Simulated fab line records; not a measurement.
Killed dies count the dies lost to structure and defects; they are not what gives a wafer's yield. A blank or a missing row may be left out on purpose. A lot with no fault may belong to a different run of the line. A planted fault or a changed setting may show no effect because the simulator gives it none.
fab line records + flow sky130
record
- lots=14
- wafers=42
- lastDay=50
route steps=708 shown VIA2@507 PAD_OPEN@708
lots that met no fault: from a run of the same line without faults
startH: the number of hours between the record's first day and the start of the first shown wafer of the lot + waitH: time in hours since the lot's previous step + " unchanged from the row above + L1.1+2: one row covering several wafers at once + - either no value or no given start + * or withheld: withheld + < > ~ a bound
route shown NAME@n: a module of which the file shows steps, and the number in the route of the first + usual: the fault-free wafers' mean and standard deviation + same: alike in all rows + chamber/n: place in a boat + sites: per-site readings + _std_site: how widely they spread, as a standard deviation + _edge_site: the outer-site mean with the inner-site mean subtracted + radiusMm: how far each site lies from the wafer's centre + mask NAME#n: copy n + behind: the tool/chamber that last shaped the wafer + hold: cause of the lot's hold/its duration in hours/its outcome + device: names the non-switching transistor (n, p or np) + end of line: at the end of the route, the tests of the same wafers + where a step has no rows: the recipe by itself + killed: the dies lost at the first sort to structure and to defects; this is not the yield of the wafer + map: a wafer's dies, marking killed ones x, the rest . and places with no die _
set.NAME: the setting that was run; set.NAME@STEP: the one run at that earlier step + model.NAME: the simulator's own value behind a step, which no gauge read
the route's steps for a sample of lots (tables are steps, rows are wafers)
services: when a tool's chamber went out of use (startH, in hours from the record's first day, below 0 if earlier), for how many hours, and the reason
## steps
# step SKY_VIA2_HDPCVD_00
# recipe
- material=SiO2
- targetThkNm=1180
- sigmaOpenFrac=0.3
- timeS=196.7
- tempC=400
- sih4FlowSccm=60
- pressureMtorr=6
# usual
- runLengthS=224.3/0.38
- sih4FlowSccm=59.99/0.18
| lot.wafer | tool      | chamber | startH | waitH | runLengthS | sih4FlowSccm |
|-----------|-----------|---------|--------|-------|------------|--------------|
| L981.3    | hdpcvd-01 | 1       | 822.62 | 0.0   | 223.9      | 59.77        |
| L981.4    | "         | 2       | "      | "     | 223.6      | 60.10        |
| L981.5    | "         | 0       | "      | "     | 224.1      | 60.03        |
| L982.1    | hdpcvd-01 | 2       | 828.05 | 0.0   | 224.0      | 60.15        |
| L982.5    | "         | 1       | "      | "     | 224.0      | 59.72        |
| L982.6    | "         | 0       | "      | "     | 224.3      | 60.49        |
| L983.3    | hdpcvd-01 | 0       | 834.61 | 0.0   | 225.1      | 60.20        |
| L983.4    | "         | 1       | "      | "     | 223.9      | 60.11        |
| L983.6    | "         | 0       | "      | "     | 224.0      | 60.01        |
| L984.1    | hdpcvd-02 | 0       | 842.05 | 0.0   | 225.2      | 59.78        |
| L984.2    | "         | 2       | "      | "     | 224.3      | 59.80        |
| L984.6    | "         | 2       | "      | "     | 224.7      | 60.15        |
| L985.4    | hdpcvd-02 | 2       | 869.84 | 0.1   | 224.3      | 59.97        |
| L985.5    | "         | 1       | "      | "     | 224.0      | 59.91        |
| L985.6    | "         | 0       | "      | "     | 225.0      | 60.30        |
| L987.1    | hdpcvd-01 | 0       | 889.55 | 0.0   | 224.9      | 59.91        |
| L987.4    | "         | 1       | "      | "     | 224.5      | 59.80        |
| L987.6    | "         | 2       | "      | "     | 223.9      | 59.70        |
| L989.1    | hdpcvd-01 | 0       | 898.00 | 0.0   | 224.3      | 60.28        |
| L989.2    | "         | 1       | "      | "     | 224.3      | 60.04        |
| L989.5    | "         | 1       | "      | "     | 224.9      | 59.69        |
| L991.1    | hdpcvd-02 | 0       | 915.54 | 0.0   | 224.7      | 60.27        |
| L991.2    | "         | 2       | "      | "     | 224.1      | 59.71        |
| L991.6    | "         | 0       | "      | "     | 224.6      | 60.40        |
| L993.3    | hdpcvd-02 | 0       | 921.33 | 0.0   | 224.7      | 60.04        |
| L993.4    | "         | 2       | "      | "     | 224.2      | 59.94        |
| L993.5    | "         | 1       | "      | "     | 225.1      | 59.92        |
| L995.1    | hdpcvd-01 | 2       | 932.76 | 0.0   | 224.3      | 60.11        |
| L995.5    | "         | 0       | "      | "     | 224.2      | 60.34        |
| L995.6    | "         | 2       | "      | "     | 224.3      | 60.11        |
| L999.2    | hdpcvd-01 | 2       | 952.16 | 0.0   | 224.1      | 59.99        |
| L999.3    | "         | 0       | "      | "     | 224.1      | 59.88        |
| L999.4    | "         | 0       | "      | "     | 224.1      | 59.91        |
| L100.1    | hdpcvd-01 | 1       | 963.04 | 0.0   | 224.2      | 60.26        |
| L100.3    | "         | 2       | "      | "     | 224.0      | 60.05        |
| L100.4    | "         | 2       | "      | "     | 223.7      | 60.04        |
| L101.2    | hdpcvd-02 | 1       | 978.30 | 0.0   | 233.7      | 60.23        |
| L101.4    | "         | 2       | "      | "     | 233.7      | 59.82        |
| L101.5    | "         | 1       | "      | "     | 233.8      | 59.98        |
| L102.2    | hdpcvd-02 | 0       | 981.64 | 0.0   | 234.4      | 59.91        |
| L102.4    | "         | 2       | "      | "     | 234.0      | 59.66        |
| L102.6    | "         | 0       | "      | "     | 234.2      | 60.34        |
# step SKY_VIA2_THK_MEAS_01
# recipe
- reads=SiO2_of_VIA2_HDPCVD_00
# usual
- VIA2_HDPCVD_THK=1185/12
| lot.wafer | tool         | chamber | startH | waitH | VIA2_HDPCVD_THK[nm] |
|-----------|--------------|---------|--------|-------|---------------------|
| L981.3    | filmMetro-03 | -       | 822.77 | 0.1   | 1184                |
| L981.4    | "            | -       | "      | "     | 1182                |
| L981.5    | "            | -       | "      | "     | 1201                |
| L982.1    | filmMetro-02 | -       | 828.18 | 0.1   | 1190                |
| L982.5    | "            | -       | "      | "     | 1188                |
| L982.6    | "            | -       | "      | "     | 1193                |
| L983.3    | filmMetro-04 | -       | 834.76 | 0.1   | 1203                |
| L983.4    | "            | -       | "      | "     | 1191                |
| L983.6    | "            | -       | "      | "     | 1202                |
| L984.1    | filmMetro-02 | -       | 842.18 | 0.1   | 1188                |
| L984.2    | "            | -       | "      | "     | 1183                |
| L984.6    | "            | -       | "      | "     | 1169                |
| L985.4    | filmMetro-02 | -       | 869.93 | 0.0   | 1157                |
| L985.5    | "            | -       | "      | "     | 1183                |
| L985.6    | "            | -       | "      | "     | 1171                |
| L987.1    | filmMetro-03 | -       | 889.68 | 0.1   | 1208                |
| L987.4    | "            | -       | "      | "     | 1197                |
| L987.6    | "            | -       | "      | "     | 1195                |
| L989.1    | filmMetro-03 | -       | 898.13 | 0.1   | 1191                |
| L989.2    | "            | -       | "      | "     | 1183                |
| L989.5    | "            | -       | "      | "     | 1196                |
| L991.1    | filmMetro-04 | -       | 915.67 | 0.1   | 1173                |
| L991.2    | "            | -       | "      | "     | 1171                |
| L991.6    | "            | -       | "      | "     | 1184                |
| L993.3    | filmMetro-02 | -       | 921.47 | 0.1   | 1196                |
| L993.4    | "            | -       | "      | "     | 1177                |
| L993.5    | "            | -       | "      | "     | 1174                |
| L995.1    | filmMetro-04 | -       | 932.88 | 0.1   | 1188                |
| L995.5    | "            | -       | "      | "     | 1193                |
| L995.6    | "            | -       | "      | "     | 1205                |
| L999.2    | filmMetro-02 | -       | 952.30 | 0.1   | 1186                |
| L999.3    | "            | -       | "      | "     | 1192                |
| L999.4    | "            | -       | "      | "     | 1190                |
| L100.1    | filmMetro-04 | -       | 963.16 | 0.1   | 1189                |
| L100.3    | "            | -       | "      | "     | 1196                |
| L100.4    | "            | -       | "      | "     | 1187                |
| L101.2    | filmMetro-02 | -       | 978.44 | 0.1   | 1228                |
| L101.4    | "            | -       | "      | "     | 1227                |
| L101.5    | "            | -       | "      | "     | 1218                |
| L102.2    | filmMetro-03 | -       | 981.78 | 0.1   | 1255                |
| L102.4    | "            | -       | "      | "     | 1242                |
| L102.6    | "            | -       | "      | "     | 1247                |
# step SKY_PAD_OPEN_PROBE_99
# usual
- defectLimitedYield=82.7/1.9
- killed_at_M0_to_M3=43/6.8
- killed_at_M4_up=3.0/1.8
- killedAtContacts=23/5.4
- killedAtFrontEnd=15/4.4
- killedAtOther=0.3/0.51
- killedDies=85/9.2
- killedOpen=47/6.8
- killedShort=39/6.8
- sort_bin_3_pad_short=0.8/0.43
- sort_bin_5_function=10.3/1.5
- sort_bin_6_memory=6.2/0.96
- sortNPass=407/9.2
- sortYieldPct=82.7/1.9
# same
- grossDies=492
- killedAtBackSide=0
- sort_bin_4_leakage[%]=0
- sort_bin_8_speed[%]=0
| lot.wafer | tool      | chamber | startH  | waitH | defectLimitedYield[%] | killed_at_M0_to_M3 | killed_at_M4_up | killedAtContacts | killedAtFrontEnd | killedAtOther | killedDies | killedOpen | killedShort | sort_bin_3_pad_short[%] | sort_bin_5_function[%] | sort_bin_6_memory[%] | sortNPass | sortYieldPct[%] |
|-----------|-----------|---------|---------|-------|-----------------------|--------------------|-----------------|------------------|------------------|---------------|------------|------------|-------------|-------------------------|------------------------|----------------------|-----------|-----------------|
| L984.1    | prober-01 | -       | 1090.32 | 0.1   | 83.7                  | 46                 | 3               | 18               | 13               | 0             | 80         | 47         | 33          | 0.4                     | 8.1                    | 7.7                  | 412       | 83.7            |
| L984.2    | prober-01 | -       | 1090.37 | 0.1   | 80.9                  | 51                 | 5               | 28               | 10               | 0             | 94         | 50         | 44          | 0.8                     | 12.8                   | 5.5                  | 398       | 80.9            |
| L984.6    | prober-01 | -       | 1090.57 | 0.2   | 84.1                  | 46                 | 3               | 19               | 10               | 0             | 78         | 49         | 29          | 1.4                     | 8.5                    | 5.9                  | 414       | 84.1            |
# killed by level:class
L984.1 VIA1:geometricParticle:open=16 METAL2:geometricParticle:open=6 CONTACT:geometricParticle:open=5 FIELD_ISO:geometricParticle:open=4 FIELD_ISO:geometricParticle:short=4 LI_CONTACT:geometricParticle:open=4 LOCAL_INTERCONNECT:geometricParticle:short=4 CONTACT:geometricParticle:short=4
L984.2 VIA1:geometricParticle:open=14 CONTACT:geometricParticle:open=13 VIA3:geometricParticle:open=9 METAL2:geometricParticle:short=8 VIA2:geometricParticle:open=6 LI_CONTACT:geometricParticle:open=5 METAL4:geometricParticle:short=5 CONTACT:geometricParticle:short=4
L984.6 VIA1:geometricParticle:open=11 VIA2:geometricParticle:open=7 VIA3:geometricParticle:open=7 CONTACT:geometricParticle:short=6 VIA1:geometricParticle:short=5 CONTACT:geometricParticle:open=5 LI_CONTACT:geometricParticle:open=5 VIA3:geometricParticle:short=5
## services
| tool      | chamber | startH | hours | kind      |
|-----------|---------|--------|-------|-----------|
| hdpcvd-02 | -       | 816.11 | 2.8   | pm        |
| hdpcvd-01 | -       | 868.97 | 2.8   | pm        |
| hdpcvd-01 | -       | 877.09 | 1.1   | repair    |
| hdpcvd-02 | -       | 950.25 | 15.0  | pm        |
| hdpcvd-02 | 0       | 950.25 | 15.0  | ventCycle |
| hdpcvd-02 | 1       | 950.25 | 15.0  | ventCycle |
| hdpcvd-02 | 2       | 950.25 | 15.0  | ventCycle |
| hdpcvd-02 | 0       | 965.25 | -     | clean     |
| hdpcvd-02 | 1       | 965.25 | -     | clean     |
| hdpcvd-02 | 2       | 965.25 | -     | clean     |
## key
firstSign
- step=SKY_VIA2_HDPCVD_00
- reading=runLengthS
- direction=up
- sigmas=25
- usual=*
- struck=*
effect
- step=SKY_VIA2_THK_MEAS_01
- reading=VIA2_HDPCVD_THK
- direction=up
- sigmas=4.5
- usual=1185
- struck=1236
metAt SKY_VIA2_HDPCVD_00
struckLots L101,L102
onsetBetween 921.33 978.30
fault
- kind=processParameterDrift
- tool=hdpcvd-02
- chamber=-
- onsetH=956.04
- steps=SKY_VIA2_HDPCVD_00
- channel=timeS
- offset=*
- shape=step
- endH=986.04
- actsIn=*
- stated=*
